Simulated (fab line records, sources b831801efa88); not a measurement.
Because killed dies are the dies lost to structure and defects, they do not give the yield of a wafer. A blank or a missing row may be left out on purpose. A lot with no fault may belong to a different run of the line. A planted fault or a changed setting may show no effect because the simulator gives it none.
The tool behind it: which one? | flow sky130 | 9 lots with 27 wafers sampled at 3 steps, on a route of 708 steps

WHAT THE GAUGES READ, wafer by wafer
SKY_METAL2_RS_MEAS_05: the measuring method here is four-point-probe. Usual: METAL2_ALCU_RS 0.1272 ohm/sq, standard deviation 0.0015.
lot  | measured     | on            | METAL2_ALCU_RS (ohm/sq) | flag
L825 | day 35 07:25 | film-metro-02 | 0.1263 0.1266 0.1269    |
L827 | day 36 04:41 | film-metro-01 | 0.1277 0.1276 0.1272    |
L830 | day 36 21:46 | film-metro-02 | 0.1267 0.1261 0.1270    |
L831 | day 37 09:14 | film-metro-02 | 0.1276 0.1291 0.1296    |
L834 | day 38 02:53 | film-metro-02 | 0.1268 0.1272 0.1259    |
L836 | day 38 20:06 | film-metro-03 | 0.1308 0.1323 0.1306    |
L837 | day 39 00:10 | film-metro-01 | 0.1257 0.1261 0.1254    |
L843 | day 41 00:53 | film-metro-02 | 0.1262 0.1250 0.1265    |
L844 | day 41 06:50 | film-metro-01 | 0.1267 0.1271 0.1269    |

WHAT TOOL EACH LOT RAN ON (gives the tool, then ch and the chambers of the sampled wafers, and finally the start)
lot  | SKY_VIA1_CMP_24               | SKY_METAL2_SPUTTER_00
L825 | cmp-02 ch 0,2,3, day 35 06:57 | pvd-sputter-02, day 35 07:15
L827 | cmp-01 ch 0,1,2, day 36 04:13 | pvd-sputter-02, day 36 04:31
L830 | cmp-01 ch 0,1,2, day 36 21:20 | pvd-sputter-02, day 36 21:38
L831 | cmp-02 ch 0,1,2, day 37 08:53 | pvd-sputter-04, day 37 09:05
L834 | cmp-02 ch 0,3, day 38 02:26   | pvd-sputter-01, day 38 02:44
L836 | cmp-02 ch 0,1,3, day 38 19:46 | pvd-sputter-04, day 38 19:58
L837 | cmp-02 ch 0,1,3, day 38 23:44 | pvd-sputter-02, day 38 23:59
L843 | cmp-02 ch 0,1,2, day 41 00:31 | pvd-sputter-01, day 41 00:43
L844 | cmp-01 ch 1,3, day 41 06:25   | pvd-sputter-04, day 41 06:40
- SKY_VIA1_CMP_24: polishes, stops on SiO2, t overpolish 15 s, target thk 0 nm.
- SKY_METAL2_SPUTTER_00: material Ti, target thk 15 nm, time 10 s.

WHAT THE TOOLS THEMSELVES READ (means of the sampled wafers that have a number; where no wafer has one, the mark that the record gives instead)
SKY_VIA1_CMP_24. Usual: motor-current-A 9.9 A, standard deviation 1.1; overpolish-run-s 15.000 s, standard deviation 0.008; time-to-endpoint-s 66 s, standard deviation 3.
lot  | tool   | motor-current-A (A) | overpolish-run-s (s) | time-to-endpoint-s (s) | flag
L825 | cmp-02 | 9.7                 | 15.004               | 62                     |
L827 | cmp-01 | 9.6                 | 15.002               | 64                     |
L830 | cmp-01 | 9.5                 | 15.000               | 67                     |
L831 | cmp-02 | 9.8                 | 14.992               | 65                     |
L834 | cmp-02 | 9.2                 | 14.993               | 62                     |
L836 | cmp-02 | 10.5                | 14.996               | 69                     |
L837 | cmp-02 | 10.3                | 15.000               | 67                     |
L843 | cmp-02 | 10.3                | 15.008               | 66                     |
L844 | cmp-01 | 10.3                | 14.994               | 65                     |

SKY_METAL2_SPUTTER_00. Usual: throttle-valve-pct at 29.8 %, with a standard deviation of 0.97.
lot  | tool           | throttle-valve-pct (%) | flag
L825 | pvd-sputter-02 | 30.3                   |
L827 | pvd-sputter-02 | 30.6                   |
L830 | pvd-sputter-02 | 29.8                   |
L831 | pvd-sputter-04 | 29.6                   |
L834 | pvd-sputter-01 | 29.2                   |
L836 | pvd-sputter-04 | 29.4                   |
L837 | pvd-sputter-02 | 30.6                   |
L843 | pvd-sputter-01 | 28.9                   |
L844 | pvd-sputter-04 | 29.1                   |

THE ANSWER, worked out from the rows above alone
Rule: a lot counts as off when the mean over its wafers that have a number is more than 3 standard deviations away from the usual mean. A lot without any number at a reading at which 4 lots or more have one is off too. Any other lot the step has rows for is counted as sound. The gauges are gone through in route order, then the tools' own readings, and for those a lot's mean is taken as printed above. At the first step where some lot is off, the reading lying furthest off is the one used; lots without a number count as furthest.
Nothing can be told from this: no lot is off at any reading shown.

WHAT THE SIMULATOR HAD PUT IN
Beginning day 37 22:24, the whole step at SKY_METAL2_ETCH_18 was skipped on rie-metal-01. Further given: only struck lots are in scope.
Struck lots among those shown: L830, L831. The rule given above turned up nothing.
